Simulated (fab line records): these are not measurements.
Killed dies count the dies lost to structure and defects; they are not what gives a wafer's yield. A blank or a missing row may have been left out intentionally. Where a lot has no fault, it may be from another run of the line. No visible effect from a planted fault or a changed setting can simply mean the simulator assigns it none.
Which of the tools did it? + flow gf180mcu + 11 lots (31 wafers sampled), 1 step of a 602-step route

## WHAT THE GAUGES SHOWED, per wafer
GF_M4_RS_MEAS_05: uses a four-point probe to measure.
| lot  | measured     | on           | M4_ALCU_RS (ohm/sq)  |
|------|--------------|--------------|----------------------|
| L364 | day 23 07:22 | filmMetro-01 | 0.0672 0.0681 0.0678 |
| L366 | day 24 11:10 | filmMetro-03 | 0.0692 0.0693 0.0690 |
| L368 | day 25 03:02 | filmMetro-01 | 0.0690 0.0696 0.0694 |
| L372 | day 26 11:20 | filmMetro-04 | 0.0703               |
| L373 | day 26 14:44 | filmMetro-03 | 0.0702 0.0706 0.0697 |
| L377 | day 27 16:20 | filmMetro-01 | 0.0694 0.0694 0.0693 |
| L378 | day 27 22:13 | filmMetro-03 | 0.0702 0.0696 0.0697 |
| L380 | day 28 17:32 | filmMetro-03 | 0.0688 0.0679 0.0685 |
| L381 | day 29 00:02 | filmMetro-04 | 0.0701 0.0699 0.0705 |
| L382 | day 29 08:48 | filmMetro-01 | 0.0697 0.0700 0.0698 |
| L384 | day 29 15:54 | filmMetro-03 | 0.0697 0.0705 0.0706 |

## WHAT TOOL EACH LOT RAN ON (gives the tool, then ch and the chambers of the sampled wafers, and finally the start)
Record: no process step prior to these readings.

## THE ANSWER, worked out from the rows above alone
Rule: the lots themselves supply what counts as usual. The widest of any qualifying gaps counts: lots, ordered by their means at a reading, are off when they make up no more than a third of the lots, leave a main group of 4 or more, and stand apart from it by 3 or more times the standard deviation of that group's means. If all means in a main group match to the digits the tables above print for the reading, that group is not used. A lot without any number at a reading at which 4 lots or more have one is off too. Any other lot the step has rows for is counted as sound.
No lot is off on any of the readings shown, so nothing can be concluded from this.

## WHAT THE SIMULATOR HAD PUT IN
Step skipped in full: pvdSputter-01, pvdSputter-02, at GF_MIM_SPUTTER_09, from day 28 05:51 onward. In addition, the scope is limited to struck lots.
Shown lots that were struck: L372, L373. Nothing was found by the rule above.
